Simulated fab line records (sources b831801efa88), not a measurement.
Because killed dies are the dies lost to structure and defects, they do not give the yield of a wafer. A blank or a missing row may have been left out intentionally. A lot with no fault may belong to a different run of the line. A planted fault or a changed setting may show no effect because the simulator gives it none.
fab line records ; flow gf180mcu
[record] lots = 7; wafers = 21; last_day = 34
route steps=602 shown CONTACT@287
lots untouched by any fault: they come from a run of this same line in which no faults occurred
start_h: the number of hours between the record's first day and the start of the first shown wafer of the lot ; wait_h: how many hours have passed since the lot's step before this one ; " repeats the value in the row above ; L1.1+2: a row that stands for several wafers ; - no value, or no start given ; * or withheld: withheld ; < > ~ a bound
route shown NAME@n: NAME is a module with steps in the file, n the number in the route of the first one ; usual: average and standard deviation across the fault-free wafers ; same: alike in all rows ; chamber/n: place in a boat ; sites: the reading at each site ; _std_site: how widely they spread, as a standard deviation ; _edge_site: mean of outer sites minus mean of inner sites ; radius_mm: how far each site lies from the wafer's centre ; mask NAME#n: copy n ; behind: the most recent tool/chamber to have shaped the wafer ; hold: reason for holding the lot/hours on hold/outcome of the hold ; device: names the non-switching transistor (n, p or np) ; end of line: the same wafers' tests at the end of the route ; a step with no rows: only its recipe ; killed: not the wafer's yield, but the dies lost to structure and defects at the first sort ; map: a wafer's dies, marking killed ones x, the rest . and places with no die _
set.NAME: the setting the step ran with; set.NAME@STEP: the setting that earlier step ran with ; model.NAME: the simulator's own value behind a step, which no gauge read
certain route steps with their lots: each step a table, each wafer a row
services: the hour from which a tool's chamber was out of use, counted from the record's first day as start_h (under 0 if before that day), plus the number of hours and why
[[steps]]
[step GF_CONTACT_CVD_00]
[recipe] material = SiO2; target_thk_nm = 300; sigma_open_frac = 0.3; temp_c = 400; time_s = 50; sih4_flow_sccm = 60; pressure_mtorr = 6
[step GF_CONTACT_THK_MEAS_01]
[recipe] reads = SiO2_of_CONTACT_CVD_00
[usual] CONTACT_CVD_00_THK = 299/3.2
lot.wafer;tool;chamber;start_h;wait_h;CONTACT_CVD_00_THK[nm]
L958.1;film_metro-03;-;364.36;0.0;300
L958.3;film_metro-03;-;364.36;0.0;306
L958.5;film_metro-03;-;364.36;0.0;300
L962.2;film_metro-03;-;399.78;0.0;295
L962.3;film_metro-03;-;399.78;0.0;301
L962.4;film_metro-03;-;399.78;0.0;298
L973.3;film_metro-02;-;492.23;0.0;295
L973.4;film_metro-02;-;492.23;0.0;297
L973.5;film_metro-02;-;492.23;0.0;298
L974.1;film_metro-03;-;500.47;0.0;302
L974.2;film_metro-03;-;500.47;0.0;297
L974.4;film_metro-03;-;500.47;0.0;297
L975.2;film_metro-01;-;508.66;0.0;302
L975.5;film_metro-01;-;508.66;0.0;298
L975.6;film_metro-01;-;508.66;0.0;305
L977.1;film_metro-03;-;522.47;0.0;295
L977.3;film_metro-03;-;522.47;0.0;299
L977.6;film_metro-03;-;522.47;0.0;298
L979.1;film_metro-03;-;542.05;0.0;306
L979.2;film_metro-03;-;542.05;0.0;301
L979.5;film_metro-03;-;542.05;0.0;305
[step GF_CONTACT_CVD_02]
[recipe] material = SiO2; target_thk_nm = 860; precursor = TEOS; temp_c = 400; time_s = 95.992; rf_w = 600
[usual] heater_power_w = 640/120
[same] time_s = 95.992
lot.wafer;tool;chamber;start_h;wait_h;heater_power_w
L958.1;pecvd-04;1;364.42;0.1;757
L958.3;pecvd-04;2;364.42;0.1;833
L958.5;pecvd-04;0;364.42;0.1;655
L962.2;pecvd-01;1;399.83;0.0;458
L962.3;pecvd-01;2;399.83;0.0;575
L962.4;pecvd-01;0;399.83;0.0;754
L973.3;pecvd-01;1;492.31;0.1;450
L973.4;pecvd-01;2;492.31;0.1;661
L973.5;pecvd-01;1;492.31;0.1;496
L974.1;pecvd-04;1;500.53;0.1;756
L974.2;pecvd-04;0;500.53;0.1;554
L974.4;pecvd-04;1;500.53;0.1;779
L975.2;pecvd-04;2;508.71;0.0;843
L975.5;pecvd-04;2;508.71;0.0;854
L975.6;pecvd-04;0;508.71;0.0;541
L977.1;pecvd-01;2;522.53;0.1;586
L977.3;pecvd-01;1;522.53;0.1;479
L977.6;pecvd-01;1;522.53;0.1;488
L979.1;pecvd-04;1;542.11;0.1;775
L979.2;pecvd-04;0;542.11;0.1;478
L979.5;pecvd-04;2;542.11;0.1;777
[step GF_CONTACT_THK_MEAS_03]
[recipe] reads = SiO2_of_CONTACT_CVD_02
[usual] CONTACT_CVD_02_THK = 861/13
lot.wafer;tool;chamber;start_h;wait_h;CONTACT_CVD_02_THK[nm]
L958.1;film_metro-02;-;364.49;0.0;852
L958.3;film_metro-02;-;364.49;0.0;856
L958.5;film_metro-02;-;364.49;0.0;853
L962.2;film_metro-02;-;399.91;0.0;850
L962.3;film_metro-02;-;399.91;0.0;854
L962.4;film_metro-02;-;399.91;0.0;854
L973.3;film_metro-03;-;492.40;0.1;875
L973.4;film_metro-03;-;492.40;0.1;867
L973.5;film_metro-03;-;492.40;0.1;877
L974.1;film_metro-02;-;500.60;0.0;849
L974.2;film_metro-02;-;500.60;0.0;845
L974.4;film_metro-02;-;500.60;0.0;861
L975.2;film_metro-03;-;508.79;0.0;857
L975.5;film_metro-03;-;508.79;0.0;867
L975.6;film_metro-03;-;508.79;0.0;859
L977.1;film_metro-02;-;522.60;0.0;878
L977.3;film_metro-02;-;522.60;0.0;877
L977.6;film_metro-02;-;522.60;0.0;889
L979.1;film_metro-01;-;542.18;0.0;839
L979.2;film_metro-01;-;542.18;0.0;850
L979.5;film_metro-01;-;542.18;0.0;873
[step GF_CONTACT_CMP_04]
[recipe] material = SiO2; down_force_psi = 4; platen_rpm = 60; pad_velocity_m_s = 0.94248
[usual] head_pressure_psi = 4.000/0.0084; motor_current_A = 12.2/1.4; slurry_flow_ml_min = 150.0/0.41; time_to_endpoint_s = 114/7.9
lot.wafer;tool;chamber;start_h;wait_h;head_pressure_psi;motor_current_A;slurry_flow_ml_min;time_to_endpoint_s
L958.3;cmp-02;1;364.60;0.1;3.987;15.6;150.0;113
L958.1;cmp-02;3;364.60;0.1;3.999;10.9;150.1;104
L958.5;cmp-02;1;364.60;0.1;3.996;15.2;149.8;110
L962.4;cmp-02;1;400.01;0.1;4.000;14.7;150.4;113
L962.2;cmp-02;2;400.01;0.1;4.009;11.2;149.8;101
L962.3;cmp-02;3;400.01;0.1;4.010;10.9;149.8;103
L973.3;cmp-02;2;492.49;0.1;4.000;10.7;150.1;113
L973.4;cmp-02;3;492.49;0.1;4.001;10.6;149.6;107
L973.5;cmp-02;2;492.49;0.1;4.000;11.3;149.6;113
L974.1;cmp-02;0;500.66;0.1;3.994;12.1;149.7;109
L974.2;cmp-02;2;500.66;0.1;3.992;11.4;149.1;100
L974.4;cmp-02;3;500.66;0.1;4.007;11.0;150.9;103
L975.2;cmp-02;0;508.89;0.1;4.001;11.3;149.3;114
L975.6;cmp-02;3;508.89;0.1;3.998;11.2;150.2;111
L975.5;cmp-02;0;508.89;0.1;4.013;11.6;149.4;120
L977.1;cmp-01;1;522.66;0.1;4.008;11.4;151.0;123
L977.3;cmp-01;2;522.66;0.1;3.997;13.6;150.1;126
L977.6;cmp-01;1;522.66;0.1;4.015;11.3;150.2;127
L979.2;cmp-01;3;542.24;0.0;4.001;11.9;149.6;107
L979.1;cmp-01;0;542.24;0.0;4.005;12.0;150.2;105
L979.5;cmp-01;3;542.24;0.0;4.001;12.1;150.4;118
[step GF_CONTACT_BOW_MEAS_05]
[recipe] mode = bow
[usual] CONTACT_BOW = 66/6.4
lot.wafer;tool;chamber;start_h;wait_h;CONTACT_BOW[um]
L958.1;film_metro-01;-;364.85;0.1;66
L958.3;film_metro-01;-;364.85;0.1;64
L958.5;film_metro-01;-;364.85;0.1;65
L962.2;film_metro-01;-;400.28;0.2;68
L962.3;film_metro-01;-;400.28;0.2;78
L962.4;film_metro-01;-;400.28;0.2;77
L973.3;film_metro-02;-;492.78;0.2;64
L973.4;film_metro-02;-;492.78;0.2;63
L973.5;film_metro-02;-;492.78;0.2;74
L974.1;film_metro-02;-;500.98;0.3;53
L974.2;film_metro-02;-;500.98;0.3;64
L974.4;film_metro-02;-;500.98;0.3;67
L975.2;film_metro-01;-;509.16;0.2;60
L975.5;film_metro-01;-;509.16;0.2;64
L975.6;film_metro-01;-;509.16;0.2;63
L977.1;film_metro-03;-;522.96;0.2;72
L977.3;film_metro-03;-;522.96;0.2;82
L977.6;film_metro-03;-;522.96;0.2;71
L979.1;film_metro-02;-;542.54;0.2;66
L979.2;film_metro-02;-;542.54;0.2;63
L979.5;film_metro-02;-;542.54;0.2;66
[step GF_CONTACT_DEHYDRATE_06]
[recipe] temp_c = 200; time_s = 60
[step GF_CONTACT_HMDS_07]
[recipe] prime_time_s = 60; prime_temp_c = 120
[step GF_CONTACT_COAT_08]
[recipe] resist = BARC; temp_c = withheld; time_s = withheld; spin_rpm = withheld; resist_thk_nm = withheld
[step GF_CONTACT_COAT_09]
[recipe] resist = KrF; spin_rpm = withheld; resist_thk_nm = 1000
[step GF_CONTACT_SOFTBAKE_10]
[recipe] temp_c = 130; time_s = 60; resist = KrF
[step GF_CONTACT_EXPOSE_11]
[recipe] mask_id = Contact; target_cd_nm = 220; na = 0.68; source_shape = conventional; sigma_outer = 0.6; dose_mj = 38
[step GF_CONTACT_PEB_12]
[recipe] peb_temp_c = 135; peb_time_s = 90; resist = KrF
[usual] chill_plate_temp_C = 22.98/0.11; exhaust_pa = 45.0/1
lot.wafer;tool;chamber;start_h;wait_h;chill_plate_temp_C;exhaust_pa
L958.1;litho_track-02;0;387.50;-;22.93;47.4
L958.3;litho_track-02;0;387.50;-;22.90;45.2
L958.5;litho_track-02;0;387.50;-;22.99;46.8
L962.2;litho_track-04;0;423.42;-;22.88;44.7
L962.3;litho_track-04;0;423.42;-;22.91;43.5
L962.4;litho_track-04;0;423.42;-;23.18;45.2
L973.3;litho_track-04;-;516.35;-;-;-
L973.4;litho_track-04;-;516.35;-;-;-
L973.5;litho_track-04;-;516.35;-;-;-
L974.1;litho_track-03;-;524.20;-;-;-
L974.2;litho_track-03;-;524.20;-;-;-
L974.4;litho_track-03;-;524.20;-;-;-
L975.2;litho_track-02;-;531.98;-;-;-
L975.5;litho_track-02;-;531.98;-;-;-
L975.6;litho_track-02;-;531.98;-;-;-
L977.1;litho_track-02;0;545.35;-;23.18;45.3
L977.3;litho_track-02;0;545.35;-;23.02;46.1
L977.6;litho_track-02;0;545.35;-;23.06;45.9
L979.1;litho_track-02;0;564.05;-;23.19;44.0
L979.2;litho_track-02;0;564.05;-;22.97;44.9
L979.5;litho_track-02;0;564.05;-;23.14;43.6
[step GF_CONTACT_DEVELOP_13]
[recipe] develop_time_s = 60; resist = KrF; dev_temp_c = 21
[[services]]
tool;chamber;start_h;hours;kind
pecvd-04;-;357.55;2.8;pm
pecvd-04;-;366.64;6.0;pm
cmp-01;-;369.22;1.1;repair
pecvd-04;-;372.64;14.0;pm
pecvd-04;0;372.64;14.0;vent_cycle
pecvd-04;1;372.64;14.0;vent_cycle
pecvd-04;2;372.64;14.0;vent_cycle
pecvd-04;0;386.64;-;clean
pecvd-04;1;386.64;-;clean
pecvd-04;2;386.64;-;clean
cmp-02;-;404.00;4.0;pm
cmp-02;-;408.00;-;consumable_replace:conditioner
cmp-02;-;408.00;-;consumable_replace:pad
cmp-01;-;430.91;4.9;pm
cmp-01;-;443.58;1.9;repair
pecvd-01;1;444.03;2.0;repair
pecvd-01;0;445.09;5.3;repair
pecvd-01;-;456.39;1.0;repair
cmp-01;-;463.28;2.2;repair
pecvd-01;0;489.53;10.9;repair
cmp-01;-;498.09;4.9;pm
cmp-02;-;512.70;6.5;pm
pecvd-04;2;515.60;21.3;repair
[[key]]
[first_sign] step = GF_CONTACT_PEB_12; reading = tool_record; direction = missing
effect none on later readings
met_at GF_CONTACT_PEB_12
struck_wafers L973.3,L973.4,L973.5,L974.1,L974.2,L974.4,L975.2,L975.5,L975.6
later_rows_left_out L973.3,L973.4,L973.5,L974.1,L974.2,L974.4,L975.2,L975.5,L975.6
sort_left_out L973.3,L973.4,L973.5,L974.1,L974.2,L974.4,L975.2,L975.5,L975.6
tester_left_out L973,L974,L975
onset_between 423.42 516.35
[fault] kind = skipped_step_whole; tool = litho_track-02,litho_track-03,litho_track-04; chamber = -; onset_h = 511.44; steps = GF_CONTACT_PEB_12; scope = struck_lots_only
// tester_left_out: of these lots the tester's yield and bins aren't shown, on N5 and GAA mostly nor the transistor test; their killed dies are dies lost to structure and defects alone, not to doping, threshold or leakage, so they don't give the yield
// sort_left_out: the simulated sort isn't trusted on such a fault, so these wafers' sort isn't shown, and their yield isn't known
// later_rows_left_out: the simulator's readings of these wafers behind a module that went badly wrong aren't trusted and aren't shown, but for the sort
